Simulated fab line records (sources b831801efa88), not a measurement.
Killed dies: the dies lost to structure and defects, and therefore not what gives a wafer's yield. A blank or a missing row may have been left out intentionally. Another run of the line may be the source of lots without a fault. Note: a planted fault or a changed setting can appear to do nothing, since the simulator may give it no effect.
Comparing a struck lot with a sound one	flow sky130	34 steps out of a route of 708
Sound: wafers L894.2, L894.4, L894.6. Struck: wafer L906.2 (L906.1, L906.3, from the same lot, were not struck and are left out); the cause is given at the end.
Each step with rows lists, per side, the tool, then ch with its chambers, then its first start. Under that, the readings that differ: sound wafers	struck wafers	difference of the means	sigmas: that difference in standard deviations of wafers without a fault.
alike: words and numbers the same on both sides, and readings whose means are apart by under 2 such deviations; not compared: readings that were withheld, readings missing a value for some wafer, numbers with overlapping values and no deviation given by the record, and bounds like >300 which may hide the same value.
The two part at a step that has a row with sigmas, a row that says differs or no value, or rows on one side only. Numbers that have no deviation but don't overlap get no sigmas and don't part them. A reading that every wafer of one side lacks parts them only if that side has two wafers or more.

first, 10 steps without rows for these wafers: SKY_VIA1_EXPOSE_09 (exposes mask VIM, target cd 150 nm); SKY_VIA1_PEB_10; SKY_VIA1_DEVELOP_11 (develop time 60 s); SKY_VIA1_ETCH_14 (etches BARC in N2/H2, stops on SiO2, time 45.9 s, target depth 60 nm); SKY_VIA1_ETCH_15 (etches SiO2 in C4F8/O2/Ar, stops on TiN, target depth 351 nm, time 54 s); SKY_VIA1_STRIP_16 (strips in O2/N2); SKY_VIA1_STRIP_17 (strips in post etch residue remover, time 1200 s); SKY_VIA1_CLEAN_18 (cleans in IPA, time 180 s); SKY_VIA1_CLEAN_19 (cleans in O3/DIW); SKY_VIA1_SPUTTER_20 (material TiN, target thk 20 nm, time 80 s).
SKY_VIA1_CVD_21: deposits W, target thk 270 nm, time 80.902 s.
  sound on cvdW-01 ch 0,1, day 35 03:44; struck on cvdW-02 ch 1, day 41 12:41
  alike: heaterPowerW
then, 22 steps without rows for these wafers: SKY_VIA1_CMP_24 (polishes, stops on SiO2, t overpolish 15 s, target thk 0 nm); SKY_METAL2_SPUTTER_00 (material Ti, target thk 15 nm, time 10 s); SKY_METAL2_SPUTTER_01 (material TiN, target thk 20 nm, time 16.7 s); SKY_METAL2_SPUTTER_02 (material AlCu, target thk 250 nm, time 13.3 s); SKY_METAL2_SPUTTER_03 (material Ti, target thk 5 nm, time 3.3 s); SKY_METAL2_SPUTTER_04 (material TiN, target thk 70 nm, time 58.3 s); SKY_METAL2_DEHYDRATE_07 (time 60 s); SKY_METAL2_HMDS_08 (prime time 60 s); SKY_METAL2_COAT_09 (resist thk 60 nm); SKY_METAL2_COAT_10 (resist thk 450 nm); SKY_METAL2_SOFTBAKE_11 (time 90 s); SKY_METAL2_EXPOSE_12 (exposes mask MM2, target cd 140 nm); SKY_METAL2_PEB_13; SKY_METAL2_DEVELOP_14 (develop time 60 s); SKY_METAL2_DESCUM_17 (chemistry O2, time 8 s); SKY_METAL2_ETCH_18 (etches BARC in N2/H2, stops on SiO2, time 45.9 s, target depth 60 nm); SKY_METAL2_METAL_ETCH_19 (etches the open film in Cl2/BCl3, stops on SiO2, target depth 360 nm, time 78 s); SKY_METAL2_STRIP_20 (strips in O2/N2); SKY_METAL2_STRIP_21 (strips in post etch residue remover, time 1200 s); SKY_METAL2_CLEAN_22 (cleans in IPA, time 180 s); SKY_METAL2_CLEAN_23 (cleans in O3/DIW); SKY_VIA2_HDPCVD_00 (deposits SiO2, target thk 1180 nm, time 196.7 s).
-- the record jumps here: 10 days lie between the struck wafers' starts before and after (it left off in module VIA2 and takes up again in module PAD_OPEN, whose first step shown is number 708 of the route) --
SKY_PAD_OPEN_PROBE_99:
  sound on prober-02 at day 46 23:00; struck on prober-01 at day 51 13:55
reading	sound	struck	difference	sigmas
defectLimitedYield (%)	83.3 83.5 79.9	71.3	-10.9	-5
killed_at_M0_to_M3	35 39 40	99	+61	+8
killedDies	82 81 99	141	+54	+5
killedShort	38 37 51	28	-14	-2
sort_bin_3_pad_short (%)	0.6 0.6 1.4	3.9	+3.0	+7
sort_bin_5_function (%)	9.1 9.3 11.8	17.9	+7.8	+5
sortNPass	410 411 393	351	-54	-5
sortYieldPct (%)	83.3 83.5 79.9	71.3	-10.9	-5
model.etest.tester.sortNPass	410 411 393	351	-54	
model.etest.tester.sortYieldPct (%)	83.33 83.54 79.88	71.34	-10.91	
model.etest.tester.sort_bin_5_pct (%)	9.146 9.35 11.79	17.89	+7.79	
model.etest.tester.sort_bin_3_pct (%)	0.6098 0.6098 1.423	3.862	+2.981	
  alike: killed_at_M4_up, killedAtContacts, killedAtFrontEnd, killedAtOther, killedOpen, sort_bin_6_memory

## WHERE THEY PART
At SKY_PAD_OPEN_PROBE_99 and nowhere else, as far as this record goes.

WHY: the cause the simulator had injected
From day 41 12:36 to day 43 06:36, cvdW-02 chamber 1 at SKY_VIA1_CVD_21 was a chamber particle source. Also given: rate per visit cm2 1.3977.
